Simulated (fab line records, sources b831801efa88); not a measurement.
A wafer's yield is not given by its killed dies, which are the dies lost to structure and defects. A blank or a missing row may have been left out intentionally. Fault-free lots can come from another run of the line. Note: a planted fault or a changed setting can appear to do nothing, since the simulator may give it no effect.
Which tool did it? | flow gf180mcu | 24 lots with 72 wafers sampled at 6 steps, on a route of 602 steps

## WHAT EACH GAUGE READ, for each wafer
GF_V4_CD_MEAS_14: the cd target is 260 nm. Usual: cd-nm 260.2 nm, standard deviation 0.93.
lot  | measured     | on        | cd-nm (nm)        | flag
L074 | day 24 03:17 | cd-sem-01 | 260.0 260.0 260.3 |
L075 | day 24 18:14 | cd-sem-02 | 258.5 259.2 259.0 |
L076 | day 24 22:30 | cd-sem-01 | 262.1 262.1 262.1 |
L077 | day 25 06:06 | cd-sem-02 | 260.6 260.0 261.2 |
L078 | day 25 18:15 | cd-sem-01 | 261.3 260.3 261.0 |
L079 | day 26 07:20 | cd-sem-01 | 258.8 259.2 259.4 |
L080 | day 26 18:48 | cd-sem-02 | 260.2 260.1 260.5 |
L081 | day 26 21:23 | cd-sem-02 | 260.2 260.3 259.3 |
L082 | day 26 22:50 | cd-sem-02 | 261.4 261.2 260.8 |
L083 | day 27 11:28 | cd-sem-01 | 259.2 260.6 260.7 |
L084 | day 27 19:01 | cd-sem-01 | 259.2 259.0 258.9 |
L085 | day 28 01:40 | cd-sem-01 | 260.9 261.7 260.4 |
L086 | day 28 07:09 | cd-sem-02 | 260.7 261.3 259.6 |
L087 | day 28 16:19 | cd-sem-02 | 260.2 258.7 260.3 |
L088 | day 28 20:42 | cd-sem-01 | 260.1 260.0 259.7 |
L089 | day 29 03:41 | cd-sem-01 | 260.5 261.5 260.7 |
L090 | day 29 10:12 | cd-sem-02 | 260.7 259.6 260.8 |
L091 | day 29 17:22 | cd-sem-01 | 260.4 260.0 259.7 |
L092 | day 30 01:23 | cd-sem-02 | 259.3 260.2 259.4 |
L093 | day 30 08:42 | cd-sem-02 | 260.0 259.1 259.1 |
L094 | day 30 09:57 | cd-sem-01 | 259.2 260.8 259.3 |
L095 | day 30 16:17 | cd-sem-02 | 259.8 260.1 259.2 |
L096 | day 31 00:49 | cd-sem-02 | 260.0 260.9 262.8 |
L097 | day 31 14:29 | cd-sem-02 | 261.2 261.2 262.7 |

GF_M5_CD_MEAS_07: the cd target is 280 nm. Usual: cd-nm 280.2 nm, standard deviation 1.1.
lot  | measured     | on        | cd-nm (nm)        | flag
L074 | day 26 00:21 | cd-sem-02 | 278.7 280.2 280.3 |
L075 | day 26 18:08 | cd-sem-02 | 281.0 281.7 281.7 |
L076 | day 26 18:37 | cd-sem-02 | 280.8 279.7 279.1 |
L077 | day 27 01:27 | cd-sem-01 | 281.0 280.2 280.8 |
L078 | day 27 13:45 | cd-sem-01 | 279.5 278.9 279.6 |
L079 | day 28 01:35 | cd-sem-01 | 281.0 280.3 278.8 |
L080 | day 28 13:10 | cd-sem-01 | 282.8 281.0 281.5 |
L081 | day 28 16:51 | cd-sem-01 | 278.3 278.5 277.3 |
L082 | day 28 17:10 | cd-sem-02 | 280.5 280.5 279.3 |
L083 | day 29 04:52 | cd-sem-01 | 278.7 278.3 279.2 |
L084 | day 29 11:16 | cd-sem-02 | 278.7 279.5 279.9 |
L085 | day 29 18:22 | cd-sem-01 | 282.2 280.6 280.4 |
L086 | day 29 23:30 | cd-sem-01 | 280.3 280.9 279.7 |
L087 | day 30 07:43 | cd-sem-01 | 278.9 279.9 278.9 |
L088 | day 30 11:27 | cd-sem-02 | 280.3 281.7 279.9 |
L089 | day 30 18:38 | cd-sem-01 | 281.1 281.8 281.3 |
L090 | day 31 01:19 | cd-sem-02 | 278.9 278.4 278.2 |
L091 | day 31 08:35 | cd-sem-02 | 281.4 280.6 281.0 |
L092 | day 31 14:51 | cd-sem-01 | 280.3 280.7 281.3 |
L093 | day 31 21:45 | cd-sem-02 | 281.8 281.0 280.6 |
L094 | day 31 23:09 | cd-sem-02 | 281.6 281.4 282.3 |
L095 | day 32 05:51 | cd-sem-01 | 279.9 278.0 279.5 |
L096 | day 32 12:08 | cd-sem-01 | 279.6 279.7 280.2 |
L097 | day 33 02:06 | cd-sem-01 | 279.7 280.0 280.2 |

## WHICH TOOL RAN EACH LOT (tool, then ch and the chambers of the sampled wafers, then the start)
lot  | GF_V1_STRIP_18                       | GF_M2_SPUTTER_01             | GF_M2_SPUTTER_02             | GF_M2_SPUTTER_04
L074 | plasma-asher-02 ch 0,1, day 17 23:28 | pvd-sputter-03, day 18 00:46 | pvd-sputter-03, day 18 00:48 | pvd-sputter-03, day 18 00:51
L075 | plasma-asher-04 ch 0,1, day 18 12:17 | pvd-sputter-01, day 18 13:34 | pvd-sputter-01, day 18 13:36 | pvd-sputter-01, day 18 13:39
L076 | plasma-asher-04 ch 0,1, day 18 17:47 | pvd-sputter-04, day 18 19:07 | pvd-sputter-04, day 18 19:09 | pvd-sputter-04, day 18 19:12
L077 | plasma-asher-03 ch 0,1, day 19 03:36 | pvd-sputter-01, day 19 04:55 | pvd-sputter-01, day 19 04:57 | pvd-sputter-01, day 19 05:00
L078 | plasma-asher-02 ch 0,1, day 19 17:38 | pvd-sputter-03, day 19 18:58 | pvd-sputter-03, day 19 18:59 | pvd-sputter-03, day 19 19:02
L079 | plasma-asher-04 ch 0,1, day 20 07:01 | pvd-sputter-01, day 20 08:21 | pvd-sputter-01, day 20 08:23 | pvd-sputter-01, day 20 08:26
L080 | plasma-asher-04 ch 1, day 20 18:02   | pvd-sputter-04, day 20 19:23 | pvd-sputter-04, day 20 19:25 | pvd-sputter-04, day 20 19:28
L081 | plasma-asher-03 ch 0,1, day 21 00:02 | pvd-sputter-04, day 21 01:20 | pvd-sputter-04, day 21 01:22 | pvd-sputter-04, day 21 01:25
L082 | plasma-asher-02 ch 0,1, day 21 03:35 | pvd-sputter-01, day 21 04:55 | pvd-sputter-01, day 21 04:57 | pvd-sputter-01, day 21 05:00
L083 | plasma-asher-04 ch 0,1, day 21 15:59 | pvd-sputter-04, day 21 17:19 | pvd-sputter-04, day 21 17:20 | pvd-sputter-04, day 21 17:24
L084 | plasma-asher-03 ch 0, day 22 00:26   | pvd-sputter-01, day 22 01:46 | pvd-sputter-01, day 22 01:47 | pvd-sputter-01, day 22 01:50
L085 | plasma-asher-02 ch 0,1, day 22 07:26 | pvd-sputter-01, day 22 08:46 | pvd-sputter-01, day 22 08:47 | pvd-sputter-01, day 22 08:50
L086 | plasma-asher-04 ch 0,1, day 22 15:29 | pvd-sputter-01, day 22 16:49 | pvd-sputter-01, day 22 16:50 | pvd-sputter-01, day 22 16:53
L087 | plasma-asher-03 ch 0,1, day 23 00:26 | pvd-sputter-03, day 23 01:46 | pvd-sputter-03, day 23 01:47 | pvd-sputter-03, day 23 01:50
L088 | plasma-asher-02 ch 0,1, day 23 07:17 | pvd-sputter-04, day 23 08:39 | pvd-sputter-04, day 23 08:41 | pvd-sputter-04, day 23 08:44
L089 | plasma-asher-03 ch 0,1, day 23 15:13 | pvd-sputter-03, day 23 16:30 | pvd-sputter-03, day 23 16:32 | pvd-sputter-03, day 23 16:35
L090 | plasma-asher-04 ch 0,1, day 23 21:41 | pvd-sputter-01, day 23 23:01 | pvd-sputter-01, day 23 23:02 | pvd-sputter-01, day 23 23:05
L091 | plasma-asher-02 ch 0,1, day 24 08:31 | pvd-sputter-03, day 24 09:50 | pvd-sputter-03, day 24 09:52 | pvd-sputter-03, day 24 09:55
L092 | plasma-asher-04 ch 0,1, day 24 16:14 | pvd-sputter-01, day 24 17:34 | pvd-sputter-01, day 24 17:35 | pvd-sputter-01, day 24 17:38
L093 | plasma-asher-04 ch 0,1, day 24 23:08 | pvd-sputter-03, day 25 00:28 | pvd-sputter-03, day 25 00:29 | pvd-sputter-03, day 25 00:32
L094 | plasma-asher-04 ch 0,1, day 25 02:47 | pvd-sputter-01, day 25 04:07 | pvd-sputter-01, day 25 04:08 | pvd-sputter-01, day 25 04:11
L095 | plasma-asher-03 ch 0,1, day 25 10:29 | pvd-sputter-01, day 25 11:49 | pvd-sputter-01, day 25 11:50 | pvd-sputter-01, day 25 11:53
L096 | plasma-asher-04 ch 0,1, day 25 17:32 | pvd-sputter-04, day 25 18:52 | pvd-sputter-04, day 25 18:54 | pvd-sputter-04, day 25 18:57
L097 | plasma-asher-02 ch 0,1, day 26 10:23 | pvd-sputter-03, day 26 11:52 | pvd-sputter-03, day 26 11:54 | pvd-sputter-03, day 26 11:57
- GF_V1_STRIP_18: strips in O2/N2.
- GF_M2_SPUTTER_01: material TiN, target thk 30 nm, time 25 s.
- GF_M2_SPUTTER_02: material AlCu, target thk 450 nm, time 23.9 s.
- GF_M2_SPUTTER_04: material TiN, target thk 50 nm, time 43.34 s.

## WHAT THE TOOLS THEMSELVES READ (means of the sampled wafers that have a number; where no wafer has one, the mark that the record gives instead)
GF_V1_STRIP_18. Usual: drypump-motor-current-A 5.5 A, standard deviation 0.68; heater-power-w 349 W, standard deviation 53; oes-product-au 0.593 a.u., standard deviation 0.0051; platen-temp-c 249.98 C, standard deviation 0.17.
lot  | tool            | drypump-motor-current-A (A) | heater-power-w (W) | oes-product-au (a.u.) | platen-temp-c (C) | flag
L074 | plasma-asher-02 | 5.5                         | 352                | 0.593                 | 250.15            |
L075 | plasma-asher-04 | 5.9                         | 351                | 0.596                 | 250.00            |
L076 | plasma-asher-04 | 5.9                         | 349                | 0.597                 | 250.26            |
L077 | plasma-asher-03 | 5.4                         | 336                | 0.594                 | 249.95            |
L078 | plasma-asher-02 | 5.6                         | 360                | 0.593                 | 249.83            |
L079 | plasma-asher-04 | 5.3                         | 346                | 0.591                 | 249.95            |
L080 | plasma-asher-04 | 6.4                         | 353                | 0.592                 | 250.13            |
L081 | plasma-asher-03 | 5.1                         | 393                | 0.599                 | 250.05            |
L082 | plasma-asher-02 | 5.9                         | 314                | 0.592                 | 250.06            |
L083 | plasma-asher-04 | 5.3                         | 343                | 0.593                 | 249.95            |
L084 | plasma-asher-03 | 5.6                         | 280                | 0.589                 | 250.00            |
L085 | plasma-asher-02 | 5.5                         | 356                | 0.592                 | 250.01            |
L086 | plasma-asher-04 | 5.8                         | 354                | 0.587                 | 250.05            |
L087 | plasma-asher-03 | 5.1                         | 389                | 0.592                 | 249.78            |
L088 | plasma-asher-02 | 5.9                         | 317                | 0.592                 | 249.97            |
L089 | plasma-asher-03 | 5.4                         | 335                | 0.590                 | 250.04            |
L090 | plasma-asher-04 | 5.9                         | 353                | 0.595                 | 250.03            |
L091 | plasma-asher-02 | 5.9                         | 318                | 0.591                 | 249.95            |
L092 | plasma-asher-04 | 5.8                         | 353                | 0.591                 | 250.00            |
L093 | plasma-asher-04 | 5.3                         | 351                | 0.592                 | 249.87            |
L094 | plasma-asher-04 | 5.9                         | 351                | 0.590                 | 249.94            |
L095 | plasma-asher-03 | 5.1                         | 395                | 0.592                 | 249.88            |
L096 | plasma-asher-04 | 5.3                         | 347                | 0.594                 | 249.95            |
L097 | plasma-asher-02 | 5.9                         | 319                | 0.593                 | 250.06            |

GF_M2_SPUTTER_01. Usual: throttle-valve-pct 30.1 %, standard deviation 1.1.
lot  | tool           | throttle-valve-pct (%) | flag
L074 | pvd-sputter-03 | 29.9                   |
L075 | pvd-sputter-01 | 30.3                   |
L076 | pvd-sputter-04 | 29.2                   |
L077 | pvd-sputter-01 | 31.0                   |
L078 | pvd-sputter-03 | 30.0                   |
L079 | pvd-sputter-01 | 30.2                   |
L080 | pvd-sputter-04 | 29.4                   |
L081 | pvd-sputter-04 | 29.8                   |
L082 | pvd-sputter-01 | 30.1                   |
L083 | pvd-sputter-04 | 29.0                   |
L084 | pvd-sputter-01 | 30.1                   |
L085 | pvd-sputter-01 | 30.0                   |
L086 | pvd-sputter-01 | 30.3                   |
L087 | pvd-sputter-03 | 29.9                   |
L088 | pvd-sputter-04 | 29.6                   |
L089 | pvd-sputter-03 | 29.4                   |
L090 | pvd-sputter-01 | 31.0                   |
L091 | pvd-sputter-03 | 29.5                   |
L092 | pvd-sputter-01 | 31.1                   |
L093 | pvd-sputter-03 | 29.8                   |
L094 | pvd-sputter-01 | 30.4                   |
L095 | pvd-sputter-01 | 31.0                   |
L096 | pvd-sputter-04 | 28.9                   |
L097 | pvd-sputter-03 | 29.7                   |

GF_M2_SPUTTER_02. Usual: throttle-valve-pct 30.0 %, standard deviation 1.1.
lot  | tool           | throttle-valve-pct (%) | flag
L074 | pvd-sputter-03 | 30.1                   |
L075 | pvd-sputter-01 | 30.3                   |
L076 | pvd-sputter-04 | 29.3                   |
L077 | pvd-sputter-01 | 30.8                   |
L078 | pvd-sputter-03 | 30.0                   |
L079 | pvd-sputter-01 | 30.0                   |
L080 | pvd-sputter-04 | 29.4                   |
L081 | pvd-sputter-04 | 29.6                   |
L082 | pvd-sputter-01 | 30.1                   |
L083 | pvd-sputter-04 | 29.1                   |
L084 | pvd-sputter-01 | 30.0                   |
L085 | pvd-sputter-01 | 30.1                   |
L086 | pvd-sputter-01 | 30.3                   |
L087 | pvd-sputter-03 | 29.7                   |
L088 | pvd-sputter-04 | 29.4                   |
L089 | pvd-sputter-03 | 29.4                   |
L090 | pvd-sputter-01 | 30.9                   |
L091 | pvd-sputter-03 | 29.6                   |
L092 | pvd-sputter-01 | 31.0                   |
L093 | pvd-sputter-03 | 29.8                   |
L094 | pvd-sputter-01 | 30.3                   |
L095 | pvd-sputter-01 | 30.8                   |
L096 | pvd-sputter-04 | 29.0                   |
L097 | pvd-sputter-03 | 29.7                   |

GF_M2_SPUTTER_04. Usual: throttle-valve-pct 30.1 %, standard deviation 1.1.
lot  | tool           | throttle-valve-pct (%) | flag
L074 | pvd-sputter-03 | 30.1                   |
L075 | pvd-sputter-01 | 30.0                   |
L076 | pvd-sputter-04 | 29.4                   |
L077 | pvd-sputter-01 | 30.8                   |
L078 | pvd-sputter-03 | 30.0                   |
L079 | pvd-sputter-01 | 30.1                   |
L080 | pvd-sputter-04 | 29.5                   |
L081 | pvd-sputter-04 | 29.6                   |
L082 | pvd-sputter-01 | 30.0                   |
L083 | pvd-sputter-04 | 29.0                   |
L084 | pvd-sputter-01 | 30.0                   |
L085 | pvd-sputter-01 | 30.0                   |
L086 | pvd-sputter-01 | 30.3                   |
L087 | pvd-sputter-03 | 29.6                   |
L088 | pvd-sputter-04 | 29.4                   |
L089 | pvd-sputter-03 | 29.3                   |
L090 | pvd-sputter-01 | 31.0                   |
L091 | pvd-sputter-03 | 29.5                   |
L092 | pvd-sputter-01 | 31.1                   |
L093 | pvd-sputter-03 | 30.0                   |
L094 | pvd-sputter-01 | 30.3                   |
L095 | pvd-sputter-01 | 31.0                   |
L096 | pvd-sputter-04 | 29.1                   |
L097 | pvd-sputter-03 | 29.7                   |

## THE ANSWER, worked out from the rows above alone
Rule: a lot is off if the mean of its wafers that have a number lies more than 3 standard deviations from the usual mean. A lot without any number at a reading at which 4 lots or more have one is off too. Where the step has rows for the other lots, those lots are counted as sound. The gauges are gone through in route order, then the tools' own readings, and for those a lot's mean is taken as printed above. At the first step where some lot is off, the reading lying furthest off is the one used; lots without a number count as furthest.
No lot is off on any of the readings shown, so nothing can be concluded from this.

## WHAT WAS PUT IN BY THE SIMULATOR
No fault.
